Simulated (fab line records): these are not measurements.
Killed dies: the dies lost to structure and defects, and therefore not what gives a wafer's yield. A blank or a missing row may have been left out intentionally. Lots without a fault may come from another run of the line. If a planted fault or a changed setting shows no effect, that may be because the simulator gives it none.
Problem report, 8D (eight disciplines) form, completed by code    flow gf180mcu    the parts of the form that need people (team, actions taken, sign-off) are left out

## 1. THE PROBLEM
Wafers free of any fault read 0.5 nm (standard deviation 1.3) for MVPSD_OVL at GF_MVPSD_OVL_MEAS_07, against a mean of -128.1 nm on 6 wafers of 2 lots. That puts it -99 standard deviations away from the usual mean.
Seen first at day 10 00:16 on overlay-01, wafer L455.1. The record has a number at this step for 39 wafers belonging to 13 lots. Rule for "out" (also "out of limits"): further than 4 standard deviations from the usual mean. Any other wafer with a number is counted as sound.

## 2. WHAT IT IS, AND WHAT IT ISN'T
question                     is                      is not
which readings at this step  MVPSD_OVL               -
which lots                   L455, L456              L435, L438, L439, L441, L442, L443, L444, L447, L449, L457, L458
which wafers of those lots   all that have a number  -
read on which gauges         overlay-01, overlay-02  -
when                         from day 10 00:16       up to then (27 sound wafers); but 6 sound wafers of L457, L458 came after

## 3. SUSPECTS, AND WHAT RULES EACH OUT
Counting: a tool at any process step up to the reading remains a suspect when it ran all the lots that are out and ran no sound lot after the first of those.
- the gauge at GF_MVPSD_OVL_MEAS_07 is ruled out. 2 gauges (overlay-01, overlay-02) read the wafers that are out.
- ilineStepper-01 at GF_MVPSD_EXPOSE_04 (exposes mask MVPSD, target cd 1000 nm): kept. It ran every lot that is out, first L455 (day 9 15:52), and no sound lot after that; its last sound lot up to then is L447 (day 7 17:14).
After counting, what remains is ilineStepper-01 at GF_MVPSD_EXPOSE_04.

## 4. THE CAUSE (what the simulator had put in)
Scanner matching overlay: ilineStepper-01, from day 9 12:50 on, at GF_MVPSD_EXPOSE_04. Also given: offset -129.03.
Only this tool survived the counting.

## 5. THE EFFECT CHAIN, in route order
Each row: a reading whose mean over the struck wafers that have a number lies more than 3 standard deviations from the usual. Only readings for which the record gives a usual standard deviation are gone through. hours: the time from each lot's start at the first step in this table that gives one to its start at this step, as a median over the lots. sigmas: the change in usual standard deviations.
hours  step                  reading    usual   on struck wafers  change  sigmas
0      GF_MVPSD_OVL_MEAS_07  MVPSD_OVL  0.5 nm  -128.1            -128.6  -99

## 6. HOW IT WOULD HAVE BEEN CAUGHT EARLIER
Counted from the fault's start at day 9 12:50, it took 11 hours until the first out-of-limits reading at a measuring or inspecting step in this record, taken at day 10 00:16.
By day 10 00:16 the whole set of lots that are out, 2 in number, had already begun GF_MVPSD_EXPOSE_04 on ilineStepper-01. Holding the tool at that point would not have protected any of them.
